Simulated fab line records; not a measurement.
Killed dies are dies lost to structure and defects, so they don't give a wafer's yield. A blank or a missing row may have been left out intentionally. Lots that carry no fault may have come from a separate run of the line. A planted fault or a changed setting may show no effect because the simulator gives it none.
Shared-tool check | flow sky130 | 12 lots and 36 wafers in the sample

WHY THIS WAS OPENED
Flagged at SKY_SONOS_TUNNEL_CD_MEAS_07: reading cdNm, on 2 of 12 lots. Wafers without a fault read 410.8 nm, standard deviation 1.9.
Rule: a lot gets a flag if all its wafers with a number sit over 4 standard deviations from that mean, or if no wafer of it has a number. The other lots count as sound.

lot  | measured     | on       | cdNm (nm), wafer by wafer | flag
L482 | day 11 08:31 | cdSem-01 | 407.0 409.0 407.2         | 
L483 | day 11 08:59 | cdSem-02 | 411.6 410.5 411.7         | 
L484 | day 12 00:31 | cdSem-01 | 410.2 411.2 412.0         | 
L488 | day 13 07:32 | cdSem-01 | 410.9 411.2 412.2         | 
L492 | day 14 18:02 | cdSem-02 | 395.0 394.9 396.0         | FLAGGED
L493 | day 14 20:55 | cdSem-02 | 409.3 410.9 407.9         | 
L495 | day 15 20:10 | cdSem-01 | 410.2 406.9 410.1         | 
L496 | day 16 06:23 | cdSem-02 | 397.1 396.7 400.9         | FLAGGED
L498 | day 16 20:33 | cdSem-01 | 411.6 413.1 413.7         | 
L503 | day 18 10:35 | cdSem-02 | 410.1 411.0 413.4         | 
L505 | day 19 03:32 | cdSem-01 | 408.9 408.7 409.3         | 
L504 | day 19 05:34 | cdSem-01 | 410.1 408.8 409.2         | 
The numbers of the flagged lots are 396.8 nm on average: -14.0 nm against the usual, or -7 standard deviations.

TOOL THAT RAN EACH LOT
The record holds 1 process step before the reading, out of a route of 708 steps. Every cell lists first the tool, next ch and the chambers used by the sampled wafers, and last the start.
lot  | flag    | SKY_SONOS_TUNNEL_DEVELOP_06
L482 |         | lithoTrack-04 ch 0, day 11 08:22
L483 |         | lithoTrack-02 ch 0, day 11 08:51
L484 |         | lithoTrack-02 ch 0, day 12 00:23
L488 |         | lithoTrack-02 ch 0, day 13 07:23
L492 | FLAGGED | lithoTrack-02 ch 0, day 14 17:54
L493 |         | lithoTrack-04 ch 0, day 14 20:46
L495 |         | lithoTrack-01 ch 0, day 15 20:01
L496 | FLAGGED | lithoTrack-02 ch 0, day 16 06:15
L498 |         | lithoTrack-04 ch 0, day 16 20:25
L503 |         | lithoTrack-04 ch 0, day 18 10:26
L505 |         | lithoTrack-04 ch 0, day 19 03:23
L504 |         | lithoTrack-04 ch 0, day 19 05:25
These steps, and what they do:
- SKY_SONOS_TUNNEL_DEVELOP_06: develop time 60 s.
- SKY_SONOS_TUNNEL_CD_MEAS_07: target cd 410 nm.

FLAGGED OVER TOTAL, TOOL BY TOOL (the gauges that took the reading come last)
step                        | tool          | lots run | flagged | share of the flagged lots | sound lots run after its first flagged lot
SKY_SONOS_TUNNEL_DEVELOP_06 | lithoTrack-01 | 1        | 0       | none                      | -
SKY_SONOS_TUNNEL_DEVELOP_06 | lithoTrack-02 | 5        | 2       | all                       | 0
SKY_SONOS_TUNNEL_DEVELOP_06 | lithoTrack-04 | 6        | 0       | none                      | -
SKY_SONOS_TUNNEL_CD_MEAS_07 | cdSem-01      | 7        | 0       | none                      | -
SKY_SONOS_TUNNEL_CD_MEAS_07 | cdSem-02      | 5        | 2       | all                       | 2 (L493,L503)

WHAT THE TABLE PERMITS
In 2 table rows, all flagged lots were run: lithoTrack-02 (SKY_SONOS_TUNNEL_DEVELOP_06), cdSem-02 (SKY_SONOS_TUNNEL_CD_MEAS_07).
- lithoTrack-02 at SKY_SONOS_TUNNEL_DEVELOP_06: 2 of its 5 lots flagged. Its last sound lot is L488 (day 13 07:23), its first flagged lot L492 (day 14 17:54): a fault that began between those two fits.
- cdSem-02 at SKY_SONOS_TUNNEL_CD_MEAS_07: 2 of its 5 lots flagged. Sound lots followed the first flagged one (L493, L503) on it, something a lasting fault affecting the whole tool could not allow.
Left over: one tool, lithoTrack-02 at SKY_SONOS_TUNNEL_DEVELOP_06.

WHAT THE SIMULATOR HAD INSERTED
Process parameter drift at SKY_SONOS_TUNNEL_DEVELOP_06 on lithoTrack-02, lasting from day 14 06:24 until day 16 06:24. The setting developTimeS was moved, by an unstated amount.
Struck lots among those shown: L492, L496. The rule above found the same.
